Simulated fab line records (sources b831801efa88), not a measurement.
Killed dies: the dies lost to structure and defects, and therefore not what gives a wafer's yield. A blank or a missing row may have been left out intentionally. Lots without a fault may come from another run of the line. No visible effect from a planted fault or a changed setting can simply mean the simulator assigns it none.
The tool behind it: which one?    flow gf180mcu    6 lots, 18 wafers sampled, at 4 steps of a route of 602

WHAT EACH GAUGE READ, for each wafer
GF_V2_CD_MEAS_14: target cd 260 nm.
lot   measured      on         cd nm (nm)
L206  day 20 17:10  cd sem-02  261.1 261.4 259.9
L209  day 21 20:47  cd sem-02  260.7 260.9 259.5
L219  day 25 15:26  cd sem-02  261.2 261.0 260.6
L223  day 26 12:10  cd sem-02  262.8 261.3 262.1
L225  day 27 11:32  cd sem-02  257.8 258.8 258.3
L227  day 27 21:00  cd sem-02  258.6 258.2 259.1

WHAT TOOL EACH LOT RAN ON (gives the tool, then ch and the chambers of the sampled wafers, and finally the start)
lot   GF_VT_IMPLANT_COAT_24              GF_VT_IMPLANT_STRIP_31                GF_V2_PEB_12
L206  litho track-03 ch 0, day 6 18:02   plasma asher-03 ch 0,1, day 7 02:31   litho track-02 ch 0, day 20 17:10 or earlier
L209  litho track-03 ch 0, day 7 13:36   plasma asher-04 ch 0,1, day 7 21:59   litho track-02 ch 0, day 21 20:47 or earlier
L219  litho track-03 ch 0, day 10 08:50  plasma asher-02 ch 0,1, day 10 18:13  litho track-01 ch 0, day 25 15:26 or earlier
L223  litho track-04 ch 0, day 11 08:57  plasma asher-02 ch 0,1, day 11 18:13  litho track-01 ch 0, day 26 12:10 or earlier
L225  litho track-01 ch 0, day 12 04:16  plasma asher-02 ch 0,1, day 12 13:49  litho track-02 ch 0, day 27 11:32 or earlier
L227  litho track-01 ch 0, day 12 11:32  plasma asher-03 ch 0,1, day 12 21:23  litho track-02 ch 0, day 27 21:00 or earlier
- GF_VT_IMPLANT_COAT_24: resist thk 1000 nm.
- GF_VT_IMPLANT_STRIP_31: strips in O2/N2.
- GF_V2_PEB_12: peb time 91.9 s.

THE ANSWER, worked out from the rows above alone
Rule: the usual values come from the lots themselves. Put in order of their means at a reading, lots are off if they are a third of the lots or fewer, leave a main group of 4 or more, and stand apart from it by a gap of 3 or more times the standard deviation of the main group's means; of several such gaps the widest counts. If all means in a main group match to the digits the tables above print for the reading, that group is not used. A lot without any number at a reading at which 4 lots or more have one is off too. All remaining lots with rows at the step are treated as sound.
Across all readings shown, no lot is off: no conclusion can be drawn from this.

WHAT THE SIMULATOR HAD PUT IN
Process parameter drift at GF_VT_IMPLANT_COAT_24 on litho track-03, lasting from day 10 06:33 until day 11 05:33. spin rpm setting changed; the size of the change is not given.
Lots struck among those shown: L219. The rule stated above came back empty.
